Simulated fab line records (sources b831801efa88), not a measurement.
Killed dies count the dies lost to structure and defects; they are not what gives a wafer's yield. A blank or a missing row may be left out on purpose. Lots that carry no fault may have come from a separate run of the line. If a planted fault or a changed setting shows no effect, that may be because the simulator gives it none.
Commonality check across tools || flow sky130 || Sample size 12 lots and 42 wafers

REASON FOR OPENING
SKY_SONOS_ONO_THK_MEAS_01, reading SONOS_ONO_OXIDATION_THK: flagged on 2 of 12 lots. Fault-free wafers read 2.59 nm, with a standard deviation of 0.053.
Rule: a lot is flagged when every wafer of it that has a number lies more than 4 standard deviations from that mean, or none has a number. The other lots count as sound.

{"lot": "L778", "measured": "day 12 11:53", "on": "film metro-04", "SONOS_ONO_OXIDATION_THK (nm), wafer by wafer": "2.62 2.59 2.63", "flag": ""}
{"lot": "L779", "measured": "day 12 21:55", "on": "film metro-02", "SONOS_ONO_OXIDATION_THK (nm), wafer by wafer": "2.64 2.55 2.58", "flag": ""}
{"lot": "L781", "measured": "day 13 13:58", "on": "film metro-02", "SONOS_ONO_OXIDATION_THK (nm), wafer by wafer": "2.69 2.65 2.62", "flag": ""}
{"lot": "L782", "measured": "day 13 19:46", "on": "film metro-02", "SONOS_ONO_OXIDATION_THK (nm), wafer by wafer": "2.70 2.67 2.73", "flag": ""}
{"lot": "L784", "measured": "day 14 13:41", "on": "film metro-04", "SONOS_ONO_OXIDATION_THK (nm), wafer by wafer": "2.55 2.65 2.56", "flag": ""}
{"lot": "L785", "measured": "day 15 02:09", "on": "film metro-04", "SONOS_ONO_OXIDATION_THK (nm), wafer by wafer": "2.63 2.65 2.56", "flag": ""}
{"lot": "L786", "measured": "day 15 12:08", "on": "film metro-02", "SONOS_ONO_OXIDATION_THK (nm), wafer by wafer": "2.53 2.51 2.53", "flag": ""}
{"lot": "L789", "measured": "day 16 03:32", "on": "film metro-01", "SONOS_ONO_OXIDATION_THK (nm), wafer by wafer": "2.20 2.26 2.31 2.23 2.21 2.26", "flag": "FLAGGED"}
{"lot": "L790", "measured": "day 16 15:29", "on": "film metro-02", "SONOS_ONO_OXIDATION_THK (nm), wafer by wafer": "2.65 2.61 2.61", "flag": ""}
{"lot": "L791", "measured": "day 17 01:37", "on": "film metro-04", "SONOS_ONO_OXIDATION_THK (nm), wafer by wafer": "2.12 2.07 2.14 2.19 2.13 2.09", "flag": "FLAGGED"}
{"lot": "L797", "measured": "day 18 18:05", "on": "film metro-02", "SONOS_ONO_OXIDATION_THK (nm), wafer by wafer": "2.53 2.61 2.56", "flag": ""}
{"lot": "L798", "measured": "day 19 11:58", "on": "film metro-02", "SONOS_ONO_OXIDATION_THK (nm), wafer by wafer": "2.56 2.59 2.54", "flag": ""}
On average the flagged lots' numbers are 2.18 nm, which is -0.41 nm against the usual, or -8 standard deviations.

WHICH TOOL RAN EACH LOT
The record keeps 1 process step preceding the reading, out of 708 steps on the route. In each cell: the tool, then ch and the chambers that the sampled wafers went through, then the start.
{"lot": "L778", "flag": "", "SKY_SONOS_ONO_OXIDATION_00": "furnace-01 ch 0, day 12 10:32"}
{"lot": "L779", "flag": "", "SKY_SONOS_ONO_OXIDATION_00": "furnace-02 ch 0, day 12 20:34"}
{"lot": "L781", "flag": "", "SKY_SONOS_ONO_OXIDATION_00": "furnace-02 ch 0, day 13 12:37"}
{"lot": "L782", "flag": "", "SKY_SONOS_ONO_OXIDATION_00": "furnace-02 ch 0, day 13 18:25"}
{"lot": "L784", "flag": "", "SKY_SONOS_ONO_OXIDATION_00": "furnace-01 ch 0, day 14 12:20"}
{"lot": "L785", "flag": "", "SKY_SONOS_ONO_OXIDATION_00": "furnace-02 ch 0, day 15 00:47"}
{"lot": "L786", "flag": "", "SKY_SONOS_ONO_OXIDATION_00": "furnace-01 ch 0, day 15 10:47"}
{"lot": "L789", "flag": "FLAGGED", "SKY_SONOS_ONO_OXIDATION_00": "furnace-02 ch 0, day 16 02:12"}
{"lot": "L790", "flag": "", "SKY_SONOS_ONO_OXIDATION_00": "furnace-01 ch 0, day 16 14:08"}
{"lot": "L791", "flag": "FLAGGED", "SKY_SONOS_ONO_OXIDATION_00": "furnace-02 ch 0, day 17 00:16"}
{"lot": "L797", "flag": "", "SKY_SONOS_ONO_OXIDATION_00": "furnace-01 ch 0, day 18 16:43"}
{"lot": "L798", "flag": "", "SKY_SONOS_ONO_OXIDATION_00": "furnace-01 ch 0, day 19 10:37"}
What the steps here do:
- SKY_SONOS_ONO_OXIDATION_00: stabilise 600 s, purge 300 s, target thk 2.6 nm.
- SKY_SONOS_ONO_THK_MEAS_01

FLAGGED OVER TOTAL, TOOL BY TOOL (the gauges that took the reading come last)
{"step": "SKY_SONOS_ONO_OXIDATION_00", "tool": "furnace-01", "lots run": 6, "flagged": 0, "share of the flagged lots": "none", "sound lots run after its first flagged lot": "-"}
{"step": "SKY_SONOS_ONO_OXIDATION_00", "tool": "furnace-02", "lots run": 6, "flagged": 2, "share of the flagged lots": "all", "sound lots run after its first flagged lot": 0}
{"step": "SKY_SONOS_ONO_THK_MEAS_01", "tool": "film metro-01", "lots run": 1, "flagged": 1, "share of the flagged lots": "some", "sound lots run after its first flagged lot": 0}
{"step": "SKY_SONOS_ONO_THK_MEAS_01", "tool": "film metro-02", "lots run": 7, "flagged": 0, "share of the flagged lots": "none", "sound lots run after its first flagged lot": "-"}
{"step": "SKY_SONOS_ONO_THK_MEAS_01", "tool": "film metro-04", "lots run": 4, "flagged": 1, "share of the flagged lots": "some", "sound lots run after its first flagged lot": 0}

WHAT THE TABLE PERMITS
In the table, 1 row covers all flagged lots: furnace-02 at SKY_SONOS_ONO_OXIDATION_00.
- furnace-02 at SKY_SONOS_ONO_OXIDATION_00: 2 of its 6 lots flagged. Last sound lot L785 at day 15 00:47, first flagged lot L789 at day 16 02:12; a fault beginning in between fits.
What remains is a single tool, furnace-02 at SKY_SONOS_ONO_OXIDATION_00.

WHAT THE SIMULATOR HAD INSERTED
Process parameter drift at SKY_SONOS_ONO_OXIDATION_00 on furnace-02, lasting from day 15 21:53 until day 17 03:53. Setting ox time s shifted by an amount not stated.
Struck lots among those shown: L789, L791. The rule above reached the same finding.
